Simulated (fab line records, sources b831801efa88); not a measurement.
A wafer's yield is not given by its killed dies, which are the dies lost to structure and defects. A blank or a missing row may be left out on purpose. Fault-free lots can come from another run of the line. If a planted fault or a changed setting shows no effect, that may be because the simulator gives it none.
Chamber matching    flow sky130    SKY_VIA1_ETCH_14 on rie-diel-03: 4 sister chambers
The step etches BARC in N2/H2, stops on SiO2, time 45.9 s, target depth 60 nm. 8 wafers are shown with their chamber, then 11 later ones without.

EACH WAFER AND ITS CHAMBER
wafer   chamber  drypump-motor-current-A (A)  throttle-valve-pct (%)
L077.3  1        5.2                          13.210
L081.1  0        6.2                          13.222
L082.4  3        5.4                          13.219
L082.6  2        5.4                          13.227
L083.1  3        5.5                          13.241
L083.2  0        6.2                          13.227
L083.3  2        5.4                          13.238
L084.1  1        5.2                          13.229

WAFERS WHOSE CHAMBER IS MISSING
wafer   drypump-motor-current-A (A)  throttle-valve-pct (%)
L084.4  5.4                          13.230
L084.6  6.2                          13.232
L088.3  6.2                          13.217
L088.4  5.4                          13.219
L088.6  6.2                          13.223
L090.2  5.5                          13.222
L090.3  5.4                          13.220
L090.4  5.4                          13.241
L097.1  5.4                          13.224
L097.2  5.4                          13.231
L097.4  5.2                          13.217

EACH ONE'S CHAMBER
wafer   from the rows above      in truth
L084.4  can't be placed: 2 or 3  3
L084.6  0                        0
L088.3  0                        0
L088.4  can't be placed: 2 or 3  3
L088.6  0                        0
L090.2  can't be placed: 3 or 2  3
L090.3  can't be placed: 2 or 3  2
L090.4  can't be placed: 2 or 3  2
L097.1  can't be placed: 2 or 3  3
L097.2  can't be placed: 2 or 3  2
L097.4  1                        1
4 of 11 placed correctly. Can't be placed from these rows: 7 (the true chamber is among the candidates in 7). Number placed wrongly: 0.
How it was worked out, from the rows above alone: a wafer's distance from a chamber is the root of the sum, over the readings, of the square of ((its reading less the chamber's mean) divided by the reading's scatter). If the next closest chamber is less than 2 further off than the closest, the wafer can't be placed; otherwise it belongs to the closest. Each chamber's mean is taken over the wafers shown for it. The scatter is the square root of a quotient: the sum, over the shown wafers, of each reading's squared deviation from its chamber's mean, divided by wafers minus chambers.
